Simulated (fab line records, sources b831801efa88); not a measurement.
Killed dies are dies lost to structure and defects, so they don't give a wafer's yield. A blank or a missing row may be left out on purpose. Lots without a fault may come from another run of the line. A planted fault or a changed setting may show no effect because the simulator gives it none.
One fault seen from 2 desks | flow gf180mcu | each desk has only its own numbers; what lay behind them comes last

THE TOOL OWNER'S DESK: implanter-03
The tool's own readings at GF_LVPWELL_IMPLANT_09: means of the sampled wafers that have a number, for each lot that ran on this tool. A lot is out of limits, marked OUT, if its mean lies more than 4 standard deviations from the usual mean; the brackets give that distance.
Columns: A = dose_ions_cm2 at GF_LVPWELL_IMPLANT_09, usual 5.001e+12; B = end_station_pressure_torr at GF_LVPWELL_IMPLANT_09, usual 5.05e-06 Torr; C = faraday_current_uA at GF_LVPWELL_IMPLANT_09, usual 28.2
lot  | first seen here | A                           | B        | C
L861 | day 5 01:32     | 6.889e+12 (+99 or more) OUT | 4.99e-06 | 38.9 (+18) OUT
L865 | day 5 23:16     | 6.894e+12 (+99 or more) OUT | 5.17e-06 | 38.5 (+18) OUT
This desk's finding: out of limits on L861, L865; first on L861, day 5 01:32 (dose_ions_cm2 at GF_LVPWELL_IMPLANT_09). In limits: none.

THE METROLOGY DESK
What the gauges read, lot by lot, whatever tool the lot ran on: means of the sampled wafers that have a number. A lot is out of limits, marked OUT, if its mean lies more than 4 standard deviations from the usual mean; the brackets give that distance.
Columns: A = STI_OXIDATION_THK at GF_STI_THK_MEAS_02, usual 10.03 nm; B = LVPWELL_TW at GF_LVPWELL_TW_MEAS_11, usual 556; C = MVPSD_TW at GF_MVPSD_TW_MEAS_11, usual 548.9; D = NWELL_RS at GF_VT_IMPLANT_RS_MEAS_47, usual 487.6 ohm/sq; E = LVPWELL_RS at GF_VT_IMPLANT_RS_MEAS_48, usual 1196 ohm/sq
lot  | first seen here | A     | B   | C     | D     | E
L856 | day 1 11:31     | 9.95  | 559 | 547.7 | 488.1 | 1200
L857 | day 1 16:31     | 10.07 | 559 | 546.9 | 487.7 | 1198
L861 | day 2 12:37     | 9.65  | 565 | 545.5 | 487.9 | 1123 (-24) OUT
L865 | day 3 08:31     | 9.97  | 567 | 550.3 | 487.3 | 1124 (-23) OUT
L871 | day 4 16:04     | 10.13 | 556 | 549.4 | 487.0 | 1192
L873 | day 5 00:32     | 10.14 | 552 | 546.4 | 488.6 | 1200
L875 | day 5 10:31     | 9.97  | 558 | 552.3 | 485.4 | 1195
L876 | day 5 15:46     | 9.91  | 557 | 544.0 | 488.6 | 1195
L877 | day 5 20:31     | 10.34 | 557 | 547.6 | 487.0 | 1201
L878 | day 6 02:02     | 10.13 | 558 | 550.3 | 486.6 | 1195
L879 | day 6 06:31     | 10.25 | 554 | 552.4 | 487.7 | 1196
This desk's finding: out of limits on L861, L865; first on L861, day 9 00:07 (LVPWELL_RS at GF_VT_IMPLANT_RS_MEAS_48). In limits: L856, L857, L871, L873, L875, L876, L877, L878, L879.

PUT TOGETHER
The tool owner's desk could have raised an alarm at day 5 01:32, on L861, L865.
The metrology desk could have raised an alarm at day 9 00:07, on L861, L865.
Of the lots named, all ran GF_LVPWELL_IMPLANT_09 on implanter-03.

WHAT THE SIMULATOR HAD PUT IN
Process parameter drift: implanter-03, from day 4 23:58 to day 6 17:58, at GF_LVPWELL_IMPLANT_09. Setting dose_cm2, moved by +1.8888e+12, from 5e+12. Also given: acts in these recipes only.
Lots struck among those shown: L861, L865.
Hours from the fault's start to each desk's first reading out of limits: the tool owner's desk, 2; the metrology desk, 96.
